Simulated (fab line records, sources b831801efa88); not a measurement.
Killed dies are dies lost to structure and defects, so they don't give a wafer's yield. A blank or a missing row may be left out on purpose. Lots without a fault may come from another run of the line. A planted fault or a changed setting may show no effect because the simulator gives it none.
A struck lot beside a sound one | flow sky130 | 36 steps out of a route of 708
Sound: wafers L790.1, L790.4, L790.5. Struck: wafer L793.4. (L793.5, L793.6 of the same lot were not struck and are left out.) The cause comes at the end.
At each step with rows: each side's tool, then ch and its chambers, then its first start. Under that, the readings that differ: sound wafers | struck wafers | difference of the means | sigmas: that difference in standard deviations of wafers without a fault.
alike: readings whose means differ by less than 2 such deviations, and words and numbers that are the same on both sides. not compared: withheld readings, readings that some wafer has no value for, bounds like >300 that may hide the same value, and numbers for which the record gives no deviation and whose values overlap.
The two part at a step that has a row with sigmas, a row that says differs or no value, or rows on one side only. Numbers that don't overlap but have no deviation are shown without sigmas and don't part them. A reading that every wafer of one side lacks parts them only if that side has two wafers or more.

first, 9 steps without rows for these wafers: SKY_LDD_LDN_PEB_05; SKY_LDD_LDN_DEVELOP_06 (develop time 60 s); SKY_LDD_LDN_IMPLANT_08; SKY_LDD_LDN_IMPLANT_09; SKY_LDD_LDN_IMPLANT_10; SKY_LDD_LDN_IMPLANT_11; SKY_LDD_LDN_STRIP_12 (strips in O2/N2); SKY_LDD_LDN_CLEAN_14 (cleans in SC1/SC2, time 150 s); SKY_SPACER_CVD_00 (deposits Si3N4 from DCS/NH3, target thk 43.1 nm, time 740 s).
SKY_SPACER_ETCHBACK_02: etches Si3N4 in CH3F/O2, stops on SiO2, time 46.7 s, target depth 45 nm.
  sound on rie_diel-01 ch 1,2,3, day 26 19:13; struck on rie_diel-03 ch 0, day 28 16:41
  reading                                    | sound             | struck | difference | sigmas
  model.SiO2_of_SONOS_ONO_CVD_04.thk_nm (nm) | 4.162 4.248 4.322 | 2.309  | -1.935     |
  alike: bias_w, drypump_motor_current_A, oes_product_au, throttle_valve_pct
  not compared: rf_hours_counter_h
then, 9 steps without rows for these wafers: SKY_POLY_CUT_DEHYDRATE_00 (time 60 s); SKY_POLY_CUT_HMDS_01 (prime time 60 s); SKY_POLY_CUT_COAT_02 (resist thk 60 nm); SKY_POLY_CUT_COAT_03 (resist thk 450 nm); SKY_POLY_CUT_SOFTBAKE_04 (time 90 s); SKY_POLY_CUT_EXPOSE_05 (exposes mask NPCM, target cd 270 nm); SKY_POLY_CUT_PEB_06; SKY_POLY_CUT_DEVELOP_07 (develop time 60 s); SKY_POLY_CUT_ETCH_10 (etches BARC in N2/H2, stops on SiO2, time 45.9 s, target depth 60 nm).
SKY_POLY_CUT_ETCH_11: etches Si3N4 in CF4/CH2F2/Ar, stops on poly-Si, time 41.59 s, target depth 60 nm.
  sound on rie_diel-03 ch 1,3, day 28 00:20; struck on rie_diel-01 ch 1, day 29 20:23
  reading                              | sound             | struck | difference | sigmas
  oes_product_au (a.u.)                | 0.835 0.839 0.839 | 0.804  | -0.034     | -6
  model.POLY_CUT.feature_depth_nm (nm) | 61.88 62.17 62.12 | 56.66  | -5.40      |
  model.etch.depth_nm (nm)             | 61.88 62.17 62.12 | 56.66  | -5.40      |
  alike: bias_w, drypump_motor_current_A, throttle_valve_pct
  not compared: rf_hours_counter_h
then, 14 steps without rows for these wafers: SKY_POLY_CUT_STRIP_12 (strips in O2/N2); SKY_SD_P_DEHYDRATE_00 (time 60 s); SKY_SD_P_HMDS_01 (prime time 60 s); SKY_SD_P_COAT_02 (resist thk 1140 nm); SKY_SD_P_SOFTBAKE_03 (time 60 s); SKY_SD_P_EXPOSE_04 (exposes mask PSDM, target cd 380 nm); SKY_SD_P_PEB_05; SKY_SD_P_DEVELOP_06 (develop time 60 s); SKY_SD_P_IMPLANT_09; SKY_SD_P_STRIP_10 (strips in O2/N2); SKY_RES_XHIGH_DEHYDRATE_00 (time 60 s); SKY_RES_XHIGH_HMDS_01 (prime time 60 s); SKY_RES_XHIGH_COAT_02 (resist thk 1140 nm); SKY_RES_XHIGH_SOFTBAKE_03 (time 60 s).
-- the record jumps here: 6 days lie between the struck wafers' starts before and after (it left off in module RES_XHIGH and takes up again in module LOCAL_INTERCONNECT, whose first step shown is number 400 of the route) --
SKY_LOCAL_INTERCONNECT_ETCH_13: etches BARC in N2/H2, stops on SiO2, time 47.1 s, target depth 60 nm.
  sound on rie_metal-02 ch 0, day 33 22:42; struck on rie_metal-01 ch 0, day 35 16:06
  reading                                    | sound             | struck | difference | sigmas
  model.SiO2_of_SONOS_ONO_CVD_04.thk_nm (nm) | 4.111 4.196 4.271 | 2.255  | -1.938     |
  alike: drypump_motor_current_A, he_backside_leak_sccm, oes_product_au, throttle_valve_pct
  not compared: rf_hours_counter_h
-- the record jumps here: 14 days lie between the struck wafers' starts before and after (it left off in module LOCAL_INTERCONNECT and takes up again in module PAD_OPEN, whose first step shown is number 708 of the route) --
SKY_PAD_OPEN_PROBE_99:
  sound on prober-01, day 48 14:16; struck on prober-01, day 49 19:23
  reading                                 | sound             | struck | difference | sigmas
  killed_at_other                         | 0 0 0             | 2      | +2         | +3
  model.etest.pfet_01v8.r_on_ohm_um       | 2990 2956 2922    | 2677   | -279       |
  model.etest.res_pdiff.line_ohm_um       | 1411 1414 1390    | 1293   | -112       |
  model.etest.res_ndiff.line_ohm_um       | 798.9 794.1 773.5 | 731.2  | -57.6      |
  model.etest.sonos_uncharged.r_on_ohm_um | 829 822.1 813.1   | 786.7  | -34.7      |
  model.etest.pfet_01v8.drive_ua_um       | 186.1 190.9 189.6 | 213.4  | +24.5      |
  model.etest.res_pdiff.rs_ohm_sq         | 195.5 195.2 195.4 | 178.9  | -16.5      |
  model.etest.pfet_01v8_hvt.drive_ua_um   | 137.4 142.8 142.3 | 159.8  | +19.0      |
  model.etest.sram_pfet_latch.drive_ua_um | 127 139.8 139.4   | 158.7  | +23.3      |
  alike: killed_at_M0_to_M3, killed_at_M4_up, killed_at_contacts, killed_at_front_end, killed_dies, killed_open, killed_short

WHERE THEY PART
First at SKY_POLY_CUT_ETCH_11; last, within this record, at SKY_PAD_OPEN_PROBE_99.

WHY: what the simulator had put in
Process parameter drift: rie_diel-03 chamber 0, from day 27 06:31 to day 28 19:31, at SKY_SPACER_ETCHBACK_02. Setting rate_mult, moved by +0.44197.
